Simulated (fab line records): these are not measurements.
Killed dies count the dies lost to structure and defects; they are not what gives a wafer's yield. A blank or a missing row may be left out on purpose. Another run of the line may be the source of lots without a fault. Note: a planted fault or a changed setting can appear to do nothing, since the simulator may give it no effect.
A single fault, viewed from 2 desks ; flow sky130 ; each desk has only its own numbers; what lay behind them comes last

== METROLOGY DESK ==
Means of the sampled wafers that have a number, per lot and without regard to the tool the lot ran on: this is what the gauges read. Marked OUT: a lot whose mean sits more than 4 standard deviations from the usual mean, which makes it out of limits; the brackets give that distance.
Columns: A = VT_ADJUST_NCORE_OVL at SKY_VT_ADJUST_NCORE_OVL_MEAS_08, usual 0.7 nm; B = VT_ADJUST_NCORE_TW at SKY_VT_ADJUST_NCORE_TW_MEAS_11, usual 218.0; C = VT_ADJUST_PCH_OVL at SKY_VT_ADJUST_PCH_OVL_MEAS_07, usual -0.1 nm
lot;first seen here;A;B;C
L988;day 9 13:38;1.9;217.5;-0.1
L989;day 9 17:11;-1.5;216.1;-1.3
L991;day 10 03:00;1.1;214.8;-0.0
L993;day 10 07:22;-1.2;222.0;-1.2
L994;day 10 07:35;-0.5;236.8 (+6.5) OUT;-0.9
L995;day 10 08:11;1.2;229.8 (+4.1) OUT;-1.2
L100;day 10 11:37;-0.6;215.2;1.0
L102;day 15 23:40;1.8;215.8;0.1
L103;day 16 08:36;0.5;222.5;-1.1
L105;day 16 12:15;1.6;215.3;1.4
L108;day 16 13:50;1.0;222.1;0.9
L109;day 16 15:10;0.8;214.6;-0.1
This desk's result: L994, L995 out of limits, first on L994 (VT_ADJUST_NCORE_TW at SKY_VT_ADJUST_NCORE_TW_MEAS_11), day 10 07:57. L988, L989, L991, L993, L100, L102, L103, L105, L108, L109 stayed within limits.

== AT THE TOOL OWNER'S DESK: implanter-03 ==
SKY_VT_ADJUST_NCORE_IMPLANT_09, tool's own readings: per-lot mean of the sampled wafers with a number, covering each lot this tool ran. Marked OUT: a lot whose mean sits more than 4 standard deviations from the usual mean, which makes it out of limits; the brackets give that distance.
Columns: A = beam on s at SKY_VT_ADJUST_NCORE_IMPLANT_09, usual 9.98 s; B = end station pressure torr at SKY_VT_ADJUST_NCORE_IMPLANT_09, usual 5.02e-06 Torr; C = faraday current uA at SKY_VT_ADJUST_NCORE_IMPLANT_09, usual 13.56
lot;first seen here;A;B;C
L989;day 9 17:14;10.17;5.01e-06;13.30
L993;day 10 07:24;10.11;4.64e-06;13.35
L994;day 10 07:42;12.51 (+13) OUT;1.15e-04 (+99 or more) OUT;10.94 (-9.7) OUT
L995;day 10 08:15;12.46 (+12) OUT;1.13e-04 (+99 or more) OUT;10.95 (-9.7) OUT
L105;day 16 12:19;10.14;5.19e-06;13.35
L108;day 16 13:53;9.97;5.11e-06;13.57
L109;day 16 15:15;9.86;5.22e-06;13.75
This desk finds L994, L995 out of limits, L994 being first, at day 10 07:42 (beam on s at SKY_VT_ADJUST_NCORE_IMPLANT_09). L989, L993, L105, L108, L109 stayed within limits.

== TAKEN TOGETHER ==
An alarm could have come from the tool owner's desk at day 10 07:42, on L994, L995.
The metrology desk could have raised an alarm at day 10 07:57, on L994, L995.
The lots listed all ran SKY_VT_ADJUST_NCORE_IMPLANT_09 on implanter-03.

== WHAT THE SIMULATOR PUT IN ==
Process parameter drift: implanter-03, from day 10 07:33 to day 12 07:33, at SKY_VT_ADJUST_NCORE_IMPLANT_09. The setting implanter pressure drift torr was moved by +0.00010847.
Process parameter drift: implanter-03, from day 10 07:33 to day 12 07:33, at SKY_VT_ADJUST_NCORE_IMPLANT_09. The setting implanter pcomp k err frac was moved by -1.
Shown lots that were struck: L994, L995.
Delay (hours) between the fault's onset and each desk's first out-of-limits reading: 0 at the tool owner's desk, 0 at the metrology desk.
